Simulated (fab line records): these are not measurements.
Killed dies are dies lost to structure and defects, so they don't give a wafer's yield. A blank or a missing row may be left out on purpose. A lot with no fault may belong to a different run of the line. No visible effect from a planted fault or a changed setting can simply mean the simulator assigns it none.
Lot-split experiment || flow gf180mcu || on a route of 602 steps: 5 lots, 23 wafers read

== THE SPLIT ==
At GF_CONTACT_CVD_24 (deposits W, target thk 300 nm, time 90.339 s), the setting temp-c was moved away from the recipe's 400 C on 7 of the 23 wafers read, by -2.5% to +2.8%. The other wafers ran this setting at the recipe's value.

== THE PATH FROM SPLIT TO READING: the file shows 1 step between them ==
- GF_CONTACT_RS_MEAS_25: measures by four-point-probe

== THE READING ==
CONTACT_W_THK, in nm, at GF_CONTACT_THK_MEAS_26 (measures by xrf). Fault-free wafers of this fab line usually give 298 nm, standard deviation 4.4 nm.

{"wafer": "L074.1", "tool, chamber at the split": "cvd-w-01, 0", "temp-c as run, C": 400, "against the recipe": "recipe", "CONTACT_W_THK, nm": 295, "against lot-mates on the recipe": "-"}
{"wafer": "L074.2", "tool, chamber at the split": "cvd-w-01, 1", "temp-c as run, C": 400, "against the recipe": "recipe", "CONTACT_W_THK, nm": 298, "against lot-mates on the recipe": "-"}
{"wafer": "L074.3", "tool, chamber at the split": "cvd-w-01, 1", "temp-c as run, C": 403.3, "against the recipe": "+0.8%", "CONTACT_W_THK, nm": 312, "against lot-mates on the recipe": "+16"}
{"wafer": "L074.4", "tool, chamber at the split": "cvd-w-01, 0", "temp-c as run, C": 403.3, "against the recipe": "+0.8%", "CONTACT_W_THK, nm": 311, "against lot-mates on the recipe": "+14"}
{"wafer": "L074.6", "tool, chamber at the split": "cvd-w-01, 1", "temp-c as run, C": 403.3, "against the recipe": "+0.8%", "CONTACT_W_THK, nm": 318, "against lot-mates on the recipe": "+22"}
{"wafer": "L076.1", "tool, chamber at the split": "cvd-w-02, 0", "temp-c as run, C": 411.1, "against the recipe": "+2.8%", "CONTACT_W_THK, nm": 366, "against lot-mates on the recipe": "+60"}
{"wafer": "L076.2", "tool, chamber at the split": "cvd-w-02, 1", "temp-c as run, C": 411.1, "against the recipe": "+2.8%", "CONTACT_W_THK, nm": 377, "against lot-mates on the recipe": "+71"}
{"wafer": "L076.4", "tool, chamber at the split": "cvd-w-02, 1", "temp-c as run, C": 400, "against the recipe": "recipe", "CONTACT_W_THK, nm": 305, "against lot-mates on the recipe": "-"}
{"wafer": "L076.5", "tool, chamber at the split": "cvd-w-02, 1", "temp-c as run, C": 400, "against the recipe": "recipe", "CONTACT_W_THK, nm": 310, "against lot-mates on the recipe": "-"}
{"wafer": "L076.6", "tool, chamber at the split": "cvd-w-02, 0", "temp-c as run, C": 400, "against the recipe": "recipe", "CONTACT_W_THK, nm": 302, "against lot-mates on the recipe": "-"}
{"wafer": "L077.1", "tool, chamber at the split": "cvd-w-02, 0", "temp-c as run, C": 400, "against the recipe": "recipe", "CONTACT_W_THK, nm": 297, "against lot-mates on the recipe": "-"}
{"wafer": "L077.5", "tool, chamber at the split": "cvd-w-02, 1", "temp-c as run, C": 400, "against the recipe": "recipe", "CONTACT_W_THK, nm": 302, "against lot-mates on the recipe": "-"}
{"wafer": "L077.6", "tool, chamber at the split": "cvd-w-02, 0", "temp-c as run, C": 400, "against the recipe": "recipe", "CONTACT_W_THK, nm": 296, "against lot-mates on the recipe": "-"}
{"wafer": "L078.1", "tool, chamber at the split": "cvd-w-02, 0", "temp-c as run, C": 400, "against the recipe": "recipe", "CONTACT_W_THK, nm": 291, "against lot-mates on the recipe": "-"}
{"wafer": "L078.2", "tool, chamber at the split": "cvd-w-02, 1", "temp-c as run, C": 400, "against the recipe": "recipe", "CONTACT_W_THK, nm": 303, "against lot-mates on the recipe": "-"}
{"wafer": "L078.4", "tool, chamber at the split": "cvd-w-02, 1", "temp-c as run, C": 390.1, "against the recipe": "-2.5%", "CONTACT_W_THK, nm": 251, "against lot-mates on the recipe": -48}
{"wafer": "L078.5", "tool, chamber at the split": "cvd-w-02, 0", "temp-c as run, C": 390.1, "against the recipe": "-2.5%", "CONTACT_W_THK, nm": 250, "against lot-mates on the recipe": -49}
{"wafer": "L078.6", "tool, chamber at the split": "cvd-w-02, 1", "temp-c as run, C": 400, "against the recipe": "recipe", "CONTACT_W_THK, nm": 303, "against lot-mates on the recipe": "-"}
{"wafer": "L080.2", "tool, chamber at the split": "cvd-w-02, 0", "temp-c as run, C": 400, "against the recipe": "recipe", "CONTACT_W_THK, nm": 298, "against lot-mates on the recipe": "-"}
{"wafer": "L080.3", "tool, chamber at the split": "cvd-w-02, 0", "temp-c as run, C": 400, "against the recipe": "recipe", "CONTACT_W_THK, nm": 292, "against lot-mates on the recipe": "-"}
{"wafer": "L080.4", "tool, chamber at the split": "cvd-w-02, 1", "temp-c as run, C": 400, "against the recipe": "recipe", "CONTACT_W_THK, nm": 303, "against lot-mates on the recipe": "-"}
{"wafer": "L080.5", "tool, chamber at the split": "cvd-w-02, 1", "temp-c as run, C": 400, "against the recipe": "recipe", "CONTACT_W_THK, nm": 306, "against lot-mates on the recipe": "-"}
{"wafer": "L080.6", "tool, chamber at the split": "cvd-w-02, 0", "temp-c as run, C": 400, "against the recipe": "recipe", "CONTACT_W_THK, nm": 296, "against lot-mates on the recipe": "-"}

FIT RESULTS
A straight line over all 23 wafers: CONTACT_W_THK changes by +22.7 nm for each +1% of temp-c; r = +0.97; the points scatter about the line by 6.2 nm.
The same after taking each lot's own level away (the mean of its wafers on the recipe; 23 wafers): +21.7 nm for each +1%; r = +0.98; scatter 4.7 nm.
Per that fit: largest temp-c move, reading shift of 60 nm.
The lots' own levels span 296.5 to 305.7 nm, that is 2.1 times the standard deviation above.
The two slopes agree, so the slope changes little with the lot-to-lot level.
Check: for one of the wafers moved furthest among these (+2.8%), held out of the fit, the line's prediction against its lot-mates is +61.5 nm. Against them it came out at +60.3 nm.

== THE OTHER SPLITS THESE WAFERS WENT THROUGH ==
Other splits were also applied to these wafers ahead of the reading. Each is held against what the fit with the lots' levels taken away leaves over:
{"other split on the same wafers": "GF_NSD_DEVELOP_06 develop-time-s", "wafers away from the commonest value": 8, "r with CONTACT_W_THK (lot level and that fit taken away)": "+0.05"}
{"other split on the same wafers": "GF_PSD_DEVELOP_06 develop-time-s", "wafers away from the commonest value": 7, "r with CONTACT_W_THK (lot level and that fit taken away)": "+0.43"}
{"other split on the same wafers": "GF_SAB_COAT_04 spin-rpm", "wafers away from the commonest value": 11, "r with CONTACT_W_THK (lot level and that fit taken away)": "+0.16"}
{"other split on the same wafers": "GF_CONTACT_CVD_00 sih4-flow-sccm", "wafers away from the commonest value": 9, "r with CONTACT_W_THK (lot level and that fit taken away)": "+0.11"}
{"other split on the same wafers": "GF_CONTACT_CMP_04 leave-above-ref-nm", "wafers away from the commonest value": 10, "r with CONTACT_W_THK (lot level and that fit taken away)": -0.08}
{"other split on the same wafers": "GF_CONTACT_ETCH_16 bias-w", "wafers away from the commonest value": 7, "r with CONTACT_W_THK (lot level and that fit taken away)": "+0.01"}

== THE WHOLE CHAIN: every reading that the file lists as answering this split, in the file's order ==
{"step": "GF_CONTACT_CVD_24", "what it does": "deposits W, target thk 300 nm, time 90.339 s", "reading": "W_of_CONTACT_CVD_24.thk-nm (the simulator's own value, which no gauge read)", "change (the file's fit)": "+22.3 nm for each +1% of the setting", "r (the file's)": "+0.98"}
{"step": "GF_CONTACT_RS_MEAS_25", "what it does": "measures by four-point-probe", "reading": "CONTACT_W_RS", "change (the file's fit)": "-0.0266 for each +1% of the setting", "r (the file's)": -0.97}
{"step": "GF_CONTACT_THK_MEAS_26", "what it does": "measures by xrf", "reading": "CONTACT_W_THK", "change (the file's fit)": "+21.9 for each +1% of the setting", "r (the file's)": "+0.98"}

== FILE'S OWN FIT ==
CONTACT_W_THK changes by +21.9 nm for each +1% of temp-c, r = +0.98.
